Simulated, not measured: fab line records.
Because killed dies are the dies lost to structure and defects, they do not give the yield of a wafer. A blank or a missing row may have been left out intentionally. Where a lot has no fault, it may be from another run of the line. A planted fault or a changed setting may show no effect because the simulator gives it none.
Struck lot and sound lot, side by side / flow gf180mcu / 17 out of 602 route steps
Sound: these wafers, L577.1, L577.3, L577.4. Struck: wafers L583.1, L583.5 (left out: L583.4, a lot-mate that was not struck); the cause follows at the end.
Each step with rows lists, per side, the tool, then ch with its chambers, then its first start. Under that, the readings that differ: sound wafers / struck wafers / difference of the means / sigmas: that difference in standard deviations of wafers without a fault.
alike: a reading whose means differ by less than 2 such deviations, as well as words and numbers matching on both sides. not compared: withheld readings; readings where some wafer has no value; bounds like >300 that might hide an equal value; numbers whose values overlap and for which the record gives no deviation.
Wherever a step has rows on one side only, a row that says differs or no value, or a row with sigmas, the two part there. Numbers that don't overlap but have no deviation are shown without sigmas and don't part them. Lack of a reading on every wafer of one side parts them only where that side has two or more wafers.

first, 4 steps without rows for these wafers: GF_M3_SOFTBAKE_10 (time 60 s); GF_M3_EXPOSE_11 (exposes mask Metal3, target cd 280 nm); GF_M3_PEB_12 (peb time 90 s); GF_M3_DEVELOP_13 (develop time 60 s).
GF_M3_CD_MEAS_14: the cd target is 280 nm.
  sound on cd_sem-02, day 23 12:46; struck on cd_sem-01, day 26 09:31
  alike: cd_nm
GF_M3_OVL_MEAS_15:
  sound on overlay-02, day 23 12:53; struck on overlay-02, day 26 09:38
  alike: M3_OVL
GF_M3_METAL_ETCH_16: etches the open film in Cl2/BCl3, stops on SiO2, target depth 750.8 nm, time 125.1 s.
  sound on rie_metal-04 ch 0,1, day 23 12:55; struck on rie_metal-01 ch 0,1, day 26 09:40
  alike: drypump_motor_current_A, he_backside_leak_sccm, oes_product_au, rf_fwd_power_W, throttle_valve_pct
  not compared: rf_hours_counter_h
GF_M3_STRIP_17: strips in O2/N2.
  sound on plasma_asher-04 ch 0,1, day 23 13:03; struck on plasma_asher-03 ch 0,1, day 26 09:47
  alike: drypump_motor_current_A, heater_power_w, n2_flow_sccm, oes_product_au, strip_time_to_endpoint_s
  not compared: rf_hours_counter_h
then, 3 steps without rows for these wafers: GF_M3_STRIP_18 (strips in post etch residue remover, time 1200 s); GF_M3_CLEAN_19 (cleans in DIW); GF_V3_CVD_00 (deposits SiO2, target thk 600 nm, time 100 s).
GF_V3_THK_MEAS_01:
  sound on film_metro-03, day 23 13:43; struck on film_metro-03, day 26 10:25
  alike: V3_CVD_00_THK
GF_V3_CVD_02: deposits SiO2 from TEOS, target thk 850 nm, time 94.851 s.
  sound on pecvd-02 ch 0,2, day 23 13:47; struck on pecvd-02 ch 1, day 26 10:28
reading=model.SiO2_of_V3_CVD_02.thk_nm (nm); sound=845.6 844.9 863.8; struck=957.6 978.4; difference=+116.6; sigmas=
  alike: heater_power_w, rf_fwd_power_W
  not compared: since_wet_clean_h
GF_V3_THK_MEAS_03:
  sound on film_metro-04, day 23 13:51; struck on film_metro-04, day 26 10:32
reading=V3_CVD_02_THK (nm); sound=845 844 863; struck=957 978; difference=+117; sigmas=+12
GF_V3_CMP_04: polishes SiO2.
  sound on cmp-02 ch 0,1,2, day 23 13:55; struck on cmp-01 ch 1, day 26 10:36
reading=time_to_endpoint_s (s); sound=83 83 88; struck=121 126; difference=+39; sigmas=+8
  alike: edge_zone_pressure_frac, motor_current_A
GF_V3_BOW_MEAS_05:
  sound on film_metro-02, day 23 14:13; struck on film_metro-04, day 26 10:54
  alike: V3_BOW
after that, 1 step had no rows for these wafers: GF_PASSIVATION_PROBE_99.

## WHERE THEY PART
At GF_V3_THK_MEAS_03 first; at GF_V3_CMP_04 last (within this record only). Later steps at which nothing parts them and some readings are alike: GF_V3_BOW_MEAS_05.

WHY: what the simulator had put in
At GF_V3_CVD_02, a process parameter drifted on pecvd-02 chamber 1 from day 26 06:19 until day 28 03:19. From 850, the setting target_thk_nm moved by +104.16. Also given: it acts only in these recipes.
